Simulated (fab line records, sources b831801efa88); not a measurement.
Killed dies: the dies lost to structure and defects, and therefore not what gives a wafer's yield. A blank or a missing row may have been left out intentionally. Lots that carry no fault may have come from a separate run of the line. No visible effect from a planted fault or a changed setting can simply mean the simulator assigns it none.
Chamber matching ; flow gf180mcu ; pecvd-04 running GF_MIM_CVD_05: 3 sister chambers
The step deposits Si3N4, target thk 42 nm, time 29.086 s. 6 wafers are shown with their chamber, then 7 later ones without.

WAFERS PAIRED WITH THEIR CHAMBERS
wafer;chamber;heater_power_w (W);temp_max_c (C)
L312.1;0;752;400.02
L313.2;2;525;399.70
L313.3;0;714;400.26
L313.5;1;716;399.52
L315.1;2;555;399.80
L315.2;1;734;399.91

WAFERS MISSING THEIR CHAMBER
wafer;heater_power_w (W);temp_max_c (C)
L315.6;734;400.59
L316.1;707;399.79
L316.3;726;400.00
L316.5;714;399.81
L328.3;735;400.20
L328.5;768;400.19
L328.6;562;400.08

EACH ONE'S CHAMBER
wafer;from the rows above;in truth
L315.6;0;0
L316.1;can't be placed: 1 or 0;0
L316.3;can't be placed: 0 or 1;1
L316.5;can't be placed: 1 or 0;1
L328.3;0;0
L328.5;can't be placed: 0 or 1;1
L328.6;2;2
Correct placement for 3 of the 7. Unplaceable from these rows: 4, with the true chamber sitting among the candidates in 4. Placed wrongly: 0.
How it was worked out, from the rows above alone: a wafer's distance from a chamber is the root of the sum, over the readings, of the square of ((its reading less the chamber's mean) divided by the reading's scatter). If the next closest chamber is less than 2 further off than the closest, the wafer can't be placed; otherwise it belongs to the closest. For every chamber, the mean is computed from those of its wafers that are shown. How the scatter is found: for the shown wafers, subtract from each reading the mean of its chamber, square and add these, divide the total by (wafers less chambers), then take the root.
